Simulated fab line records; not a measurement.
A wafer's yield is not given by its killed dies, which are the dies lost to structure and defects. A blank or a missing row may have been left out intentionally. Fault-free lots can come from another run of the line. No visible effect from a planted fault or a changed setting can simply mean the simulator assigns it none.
Chamber matching :: flow sfqLine :: 4 sister chambers for SFQ_TRILAYER_I0_CMP_CMP_028 on cmp-01
The step polishes SiO2. 18 wafers are shown with their chamber, then 8 later ones without.

## WAFERS, EACH WITH ITS CHAMBER
wafer: L614.4
chamber: 3
timeToEndpointS (s): 225
motorCurrentA (A): 10.1
slurryFilterDpKPa (kPa): 13.42

wafer: L614.1
chamber: 1
timeToEndpointS (s): 217
motorCurrentA (A): 10.6
slurryFilterDpKPa (kPa): 13.68

wafer: L614.5
chamber: 2
timeToEndpointS (s): 223
motorCurrentA (A): 9.3
slurryFilterDpKPa (kPa): 13.37

wafer: L615.4
chamber: 1
timeToEndpointS (s): 221
motorCurrentA (A): 10.2
slurryFilterDpKPa (kPa): 13.48

wafer: L615.1
chamber: 3
timeToEndpointS (s): 223
motorCurrentA (A): 9.9
slurryFilterDpKPa (kPa): 13.43

wafer: L615.6
chamber: 1
timeToEndpointS (s): 222
motorCurrentA (A): 10.6
slurryFilterDpKPa (kPa): 13.65

wafer: L617.1
chamber: 1
timeToEndpointS (s): 213
motorCurrentA (A): 10.1
slurryFilterDpKPa (kPa): 13.68

wafer: L617.3
chamber: 2
timeToEndpointS (s): 216
motorCurrentA (A): 10.1
slurryFilterDpKPa (kPa): 13.35

wafer: L617.5
chamber: 1
timeToEndpointS (s): 218
motorCurrentA (A): 9.9
slurryFilterDpKPa (kPa): 13.52

wafer: L618.3
chamber: 3
timeToEndpointS (s): 218
motorCurrentA (A): 10.0
slurryFilterDpKPa (kPa): 13.55

wafer: L618.1
chamber: 1
timeToEndpointS (s): 216
motorCurrentA (A): 10.3
slurryFilterDpKPa (kPa): 13.56

wafer: L618.6
chamber: 2
timeToEndpointS (s): 219
motorCurrentA (A): 9.9
slurryFilterDpKPa (kPa): 13.27

wafer: L619.4
chamber: 3
timeToEndpointS (s): 229
motorCurrentA (A): 10.1
slurryFilterDpKPa (kPa): 13.51

wafer: L619.5
chamber: 2
timeToEndpointS (s): 219
motorCurrentA (A): 9.7
slurryFilterDpKPa (kPa): 13.71

wafer: L619.6
chamber: 3
timeToEndpointS (s): 229
motorCurrentA (A): 9.8
slurryFilterDpKPa (kPa): 13.71

wafer: L620.1
chamber: 3
timeToEndpointS (s): 223
motorCurrentA (A): 10.0
slurryFilterDpKPa (kPa): 13.60

wafer: L620.3
chamber: 0
timeToEndpointS (s): 209
motorCurrentA (A): 10.1
slurryFilterDpKPa (kPa): 13.57

wafer: L620.5
chamber: 3
timeToEndpointS (s): 224
motorCurrentA (A): 10.4
slurryFilterDpKPa (kPa): 13.51

SIGNATURES (means of the wafers above)
reading: timeToEndpointS
chamber 0: 209.00
chamber 1: 217.83
chamber 2: 219.25
chamber 3: 224.43
scatter within a chamber: 3.46

reading: motorCurrentA
chamber 0: 10.100
chamber 1: 10.283
chamber 2: 9.750
chamber 3: 10.043
scatter within a chamber: 0.261

reading: slurryFilterDpKPa
chamber 0: 13.5700
chamber 1: 13.5950
chamber 2: 13.4250
chamber 3: 13.5329
scatter within a chamber: 0.123
Rule: a wafer's distance from a chamber is the root of the sum, over the readings, of the square of ((its reading less the chamber's mean) divided by the reading's scatter). The wafer belongs to the nearest chamber; if the next one is less than 2 further off, it can't be placed. The scatter: take each reading less its chamber's mean, square it, sum over the shown wafers, divide by the number of wafers less the number of chambers, and take the root.

## WAFERS WITHOUT THEIR CHAMBER
wafer: L626.2
timeToEndpointS (s): 207
motorCurrentA (A): 9.6
slurryFilterDpKPa (kPa): 13.60

wafer: L627.3
timeToEndpointS (s): 213
motorCurrentA (A): 10.8
slurryFilterDpKPa (kPa): 13.59

wafer: L635.2
timeToEndpointS (s): 210
motorCurrentA (A): 10.4
slurryFilterDpKPa (kPa): 13.39

wafer: L635.3
timeToEndpointS (s): 219
motorCurrentA (A): 10.6
slurryFilterDpKPa (kPa): 13.45

wafer: L635.4
timeToEndpointS (s): 213
motorCurrentA (A): 9.8
slurryFilterDpKPa (kPa): 13.45

wafer: L636.1
timeToEndpointS (s): 210
motorCurrentA (A): 10.6
slurryFilterDpKPa (kPa): 13.51

wafer: L636.2
timeToEndpointS (s): 214
motorCurrentA (A): 9.8
slurryFilterDpKPa (kPa): 13.44

wafer: L636.3
timeToEndpointS (s): 220
motorCurrentA (A): 9.9
slurryFilterDpKPa (kPa): 13.56

## THE CHAMBER EACH PASSED THROUGH
wafer: L626.2
from the rows above: can't be placed: 0 or 2
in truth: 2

wafer: L627.3
from the rows above: can't be placed: 1 or 0 or 3
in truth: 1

wafer: L635.2
from the rows above: can't be placed: 0 or 1 or 2
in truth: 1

wafer: L635.3
from the rows above: can't be placed: 1 or 3 or 2 or 0
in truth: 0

wafer: L635.4
from the rows above: can't be placed: 2 or 0 or 1 or 3
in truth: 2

wafer: L636.1
from the rows above: can't be placed: 0 or 1
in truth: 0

wafer: L636.2
from the rows above: can't be placed: 2 or 0 or 1 or 3
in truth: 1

wafer: L636.3
from the rows above: can't be placed: 2 or 3 or 1
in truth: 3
Placed correctly: 0 of 8. Cannot be placed on the basis of these rows: 8; the candidates contain the true chamber in 8. Number placed wrongly: 0.
